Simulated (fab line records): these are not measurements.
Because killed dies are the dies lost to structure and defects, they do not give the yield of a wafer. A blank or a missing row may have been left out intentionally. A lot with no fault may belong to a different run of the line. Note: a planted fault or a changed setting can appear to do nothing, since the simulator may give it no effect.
Split-lot trial -- flow sky130 -- 20 wafers read across 5 lots, on a route 708 steps long

## ON THE SPLIT
At SKY_METAL2_COAT_10 (resist thk 450 nm), the setting spin-rpm was moved away from the recipe's 3000 rpm on 5 of the 20 wafers read, by -6.8% to +6.8%. The other wafers ran this setting at the recipe's value.

## FROM THE SPLIT TO THE READING: what the file shows between them, 3 steps
- SKY_METAL2_SOFTBAKE_11: time 90 s
- SKY_METAL2_EXPOSE_12: exposes mask MM2, target cd 140 nm
- SKY_METAL2_DESCUM_17: chemistry O2, time 8 s

## THE READING
KrF-thick_of_METAL2_COAT_10.thk-nm (the simulator's own value, which no gauge read), in nm, at SKY_METAL2_ETCH_18 (etches BARC in N2/H2, stops on SiO2, time 45.9 s, target depth 60 nm). The file does not state a usual value for it. Here, 15 wafers ran the recipe; their average is 392.5 nm with a standard deviation of 0.72 nm.

wafer,"tool, chamber at the split","spin-rpm as run, rpm",against the recipe,"KrF-thick_of_METAL2_COAT_10.thk-nm, nm",against lot-mates on the recipe
L078.2,"litho-track-01, 0",3000,recipe,391.7,-
L078.3,"litho-track-01, 0",3000,recipe,391.8,-
L078.6,"litho-track-01, 0",3000,recipe,393.2,-
L079.1,"litho-track-01, 0",3205,+6.8%,376.5,-16.5
L079.5,"litho-track-01, 0",3000,recipe,393,-
L080.1,"litho-track-03, 0",2904,-3.2%,400.9,+7.5
L080.2,"litho-track-03, 0",3000,recipe,392.7,-
L080.4,"litho-track-03, 0",3000,recipe,393.4,-
L080.5,"litho-track-03, 0",2904,-3.2%,401.4,+8.0
L080.6,"litho-track-03, 0",3000,recipe,394,-
L081.1,"litho-track-01, 0",3000,recipe,392.7,-
L081.2,"litho-track-01, 0",3000,recipe,392.1,-
L081.3,"litho-track-01, 0",3000,recipe,391.9,-
L081.4,"litho-track-01, 0",3000,recipe,393.3,-
L081.5,"litho-track-01, 0",3000,recipe,392.9,-
L085.1,"litho-track-02, 0",3000,recipe,391.8,-
L085.2,"litho-track-02, 0",2796,-6.8%,409.1,+17.3
L085.3,"litho-track-02, 0",2796,-6.8%,408.3,+16.5
L085.4,"litho-track-02, 0",3000,recipe,391.6,-
L085.5,"litho-track-02, 0",3000,recipe,392.1,-

FIT RESULTS
A straight line over all 20 wafers: KrF-thick_of_METAL2_COAT_10.thk-nm changes by -2.4 nm for each +1% of spin-rpm; r = -0.99; the points scatter about the line by 0.74 nm.
The same after taking each lot's own level away (the mean of its wafers on the recipe; 20 wafers): -2.45 nm for each +1%; r = -1.00; scatter 0.49 nm.
Per that fit: largest spin-rpm move, reading shift of 17 nm.
Measured against the standard deviation above, the lots' own levels, which go from 391.83 to 393.37 nm, span 2.1 times it.
The two slopes agree, so the slope changes little with the lot-to-lot level.
Check: -16.9 nm against its lot-mates is what the line predicts for one of the wafers moved furthest among these (+6.8%) when that wafer is left out of the fit. It came out at -16.5 nm against them.

## OTHER SPLITS APPLIED TO THESE WAFERS
These wafers also went through other splits before the reading. Each is held against what the fit with the lots' levels taken away leaves over:
other split on the same wafers,wafers away from the commonest value,r with KrF-thick_of_METAL2_COAT_10.thk-nm (lot level and that fit taken away)
SKY_LI_CONTACT_ETCH_15 bias-w,4,+0.14
SKY_LI_CONTACT_SPUTTER_19 chamber-pressure-pa,12,-0.04
SKY_LOCAL_INTERCONNECT_COAT_05 resist-thk-nm,6,+0.01
SKY_LOCAL_INTERCONNECT_ETCH_13 ion-energy-ev,4,-0.11
SKY_CONTACT_ETCH_16 time-s,8,+0.33
SKY_CONTACT_CMP_27 t-overpolish-s,7,-0.06
SKY_VIA1_CMP_02 leave-above-ref-nm,8,+0.11
SKY_VIA1_SPUTTER_20 time-s,5,+0.00
SKY_METAL2_SPUTTER_04 power-w,3,-0.16

## THE WHOLE CHAIN: every reading that the file lists as answering this split, in the file's order
step,what it does,reading,change (the file's fit),r (the file's)
SKY_METAL2_COAT_10,resist thk 450 nm,"KrF-thick_of_METAL2_COAT_10.thk-nm (the simulator's own value, which no gauge read)",-2.42 nm for each +1% of the setting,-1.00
SKY_METAL2_ETCH_18,"etches BARC in N2/H2, stops on SiO2, time 45.9 s, target depth 60 nm","KrF-thick_of_METAL2_COAT_10.thk-nm (the simulator's own value, which no gauge read)",-2.45 nm for each +1% of the setting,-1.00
SKY_METAL2_METAL_ETCH_19,"etches the open film in Cl2/BCl3, stops on SiO2, target depth 360 nm, time 78 s","KrF-thick_of_METAL2_COAT_10.thk-nm (the simulator's own value, which no gauge read)","-2.49 nm for each +1% of the setting, in a fit together with time-s@METAL2_METAL_ETCH_19",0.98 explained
SKY_METAL2_STRIP_20,strips in O2/N2,strip-time-to-endpoint-s,"withheld for each +1% of the setting, in a fit together with time-s@METAL2_METAL_ETCH_19",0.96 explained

## FILE'S OWN FIT
KrF-thick_of_METAL2_COAT_10.thk-nm changes by -2.45 nm for each +1% of spin-rpm, r = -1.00.
